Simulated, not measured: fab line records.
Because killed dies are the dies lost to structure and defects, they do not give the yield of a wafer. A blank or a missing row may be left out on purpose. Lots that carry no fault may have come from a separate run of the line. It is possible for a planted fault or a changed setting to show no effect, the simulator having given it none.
The tool behind it: which one? ; flow gf180mcu ; 13 lots with 39 wafers sampled at 5 steps, on a route of 602 steps

## WHAT THE GAUGES SHOWED, per wafer
GF_NWELL_TW_MEAS_11.
lot;measured;on;NWELL_TW
L764;day 3 06:52;film metro-04;1601 1602 1601
L765;day 3 12:32;film metro-04;1595 1601 1603
L766;day 3 19:39;film metro-03;1610 1609 1609
L767;day 3 23:36;film metro-04;1600 1602 1598
L769;day 4 11:37;film metro-04;1611 1614 1621
L770;day 4 17:25;film metro-04;1622 1612 1605
L777;day 6 06:18;film metro-01;1583 1580 1583
L780;day 6 23:37;film metro-01;1580 1581 1582
L783;day 7 14:02;film metro-04;1615 1616 1625
L784;day 7 21:34;film metro-03;1614 1609 1609
L785;day 8 03:51;film metro-01;1589 1585 1579
L786;day 8 07:22;film metro-01;1583 1589 1586
L787;day 8 12:55;film metro-01;1591 1574 1584

GF_VT_IMPLANT_OVL_MEAS_40.
lot;measured;on;VT_IMPLANT_03_OVL (nm)
L764;day 7 09:47;overlay-01;-0.1 -0.9 -0.4
L765;day 7 16:32;overlay-02;0.1 0.0 0.8
L766;day 8 02:07;overlay-02;-1.5 -3.0 -3.5
L767;day 8 06:35;overlay-01;-3.0 -0.9 -2.6
L769;day 8 21:58;overlay-01;-0.6 -1.1 -2.2
L770;day 9 06:11;overlay-02;-2.2 -1.9 -0.9
L777;day 11 04:55;overlay-02;-1.8 -1.5 -0.2
L780;day 12 01:07;overlay-02;2.0 1.3 -0.1
L783;day 12 20:26;overlay-01;-2.9 -3.7 -3.6
L784;day 13 05:34;overlay-01;1.6 0.7 -1.5
L785;day 13 12:10;overlay-01;-3.8 -2.2 -1.9
L786;day 13 16:47;overlay-02;-1.0 -0.5 -0.3
L787;day 13 23:23;overlay-02;-3.0 -4.6 -0.5

GF_VT_IMPLANT_RS_MEAS_47: measures by four-point-probe.
lot;measured;on;NWELL_RS (ohm/sq)
L764;day 7 10:27;film metro-04;488.3 487.7 488.9
L765;day 7 17:12;film metro-01;488.3 488.3 489.1
L766;day 8 02:44;film metro-01;487.9 488.3 487.4
L767;day 8 07:12;film metro-04;486.9 488.7 487.6
L769;day 8 22:36;film metro-01;486.9 488.1 486.5
L770;day 9 06:47;film metro-01;487.7 488.0 487.8
L777;day 11 05:32;film metro-01;488.8 488.2 488.4
L780;day 12 01:44;film metro-03;488.4 489.7 489.3
L783;day 12 21:05;film metro-04;488.7 488.1 489.3
L784;day 13 06:11;film metro-04;488.9 487.2 487.3
L785;day 13 12:47;film metro-03;486.9 487.5 486.9
L786;day 13 17:28;film metro-04;486.6 484.5 486.4
L787;day 14 00:02;film metro-04;488.8 488.8 488.9

GF_POLY_GATE_THK_MEAS_01.
lot;measured;on;POLY_GATE_CVD_00_THK (nm)
L764;day 8 09:08;film metro-03;198.6 199.7 200.7
L765;day 8 15:31;film metro-03;196.1 196.3 197.5
L766;day 9 01:29;film metro-02;111.1 111.4 112.4
L767;day 9 07:19;film metro-04;203.1 202.0 200.8
L769;day 9 22:03;film metro-02;112.6 111.7 112.2
L770;day 10 06:22;film metro-02;112.4 111.8 113.0
L777;day 12 06:37;film metro-02;199.4 200.0 199.8
L780;day 13 04:40;film metro-04;200.3 201.1 201.8
L783;day 14 00:07;film metro-03;199.9 201.2 199.3
L784;day 14 08:32;film metro-04;200.0 199.8 200.8
L785;day 14 18:11;film metro-03;203.5 204.1 203.2
L786;day 15 02:21;film metro-02;199.2 199.2 200.6
L787;day 15 02:22;film metro-03;204.1 201.3 201.7

## WHAT TOOL EACH LOT RAN ON (gives the tool, then ch and the chambers of the sampled wafers, and finally the start)
lot;GF_POLY_GATE_CVD_00
L764;lpcvd-01 ch 1, day 8 07:08
L765;lpcvd-01 ch 1, day 8 13:29
L766;lpcvd-01 ch 0, day 8 23:29
L767;lpcvd-02 ch 1, day 9 05:56
L769;lpcvd-01 ch 0, day 9 20:02
L770;lpcvd-01 ch 1, day 10 04:22
L777;lpcvd-02 ch 1, day 12 05:17
L780;lpcvd-01 ch 1, day 13 03:19
L783;lpcvd-01 ch 1, day 13 22:46
L784;lpcvd-02 ch 0, day 14 07:12
L785;lpcvd-02 ch 0, day 14 16:52
L786;lpcvd-02 ch 1, day 15 01:01
L787;lpcvd-02 ch 0, day 15 01:01
- GF_POLY_GATE_CVD_00: deposits poly-Si, target thk 200 nm, time 1200 s.

## WHAT THE TOOLS THEMSELVES READ (means of the sampled wafers that have a number; where no wafer has one, the mark that the record gives instead)
GF_POLY_GATE_CVD_00.
lot;tool;zone power bottom pct (%)
L764;lpcvd-01;13.4
L765;lpcvd-01;13.3
L766;lpcvd-01;14.2
L767;lpcvd-02;12.5
L769;lpcvd-01;14.0
L770;lpcvd-01;13.4
L777;lpcvd-02;12.4
L780;lpcvd-01;13.4
L783;lpcvd-01;13.3
L784;lpcvd-02;13.6
L785;lpcvd-02;13.8
L786;lpcvd-02;12.6
L787;lpcvd-02;13.7

## THE ANSWER, worked out from the rows above alone
Rule: the lots themselves supply what counts as usual. The widest of any qualifying gaps counts: lots, ordered by their means at a reading, are off when they make up no more than a third of the lots, leave a main group of 4 or more, and stand apart from it by 3 or more times the standard deviation of that group's means. Not used: any main group whose means are identical at the precision the tables above print for the reading. A lot without any number at a reading at which 4 lots or more have one is off too. Any other lot the step has rows for is counted as sound. After the gauges, taken in route order, come the tools' own readings; for these a lot's mean is taken, as printed above. At the first step where some lot is off, the reading lying furthest off is the one used; lots without a number count as furthest.
Off: L766, L769, L770, at GF_POLY_GATE_THK_MEAS_01 (POLY_GATE_CVD_00_THK). The main group: mean 200.5 nm, standard deviation 1.8.
A tool fits if, at a process step before that reading, it ran every lot that is off, and no sound lot after the first of them. Those tools and the gauges at GF_POLY_GATE_THK_MEAS_01 are tried in the same way. Not one of the candidates tried fits.

## WHAT THE SIMULATOR HAD INSERTED
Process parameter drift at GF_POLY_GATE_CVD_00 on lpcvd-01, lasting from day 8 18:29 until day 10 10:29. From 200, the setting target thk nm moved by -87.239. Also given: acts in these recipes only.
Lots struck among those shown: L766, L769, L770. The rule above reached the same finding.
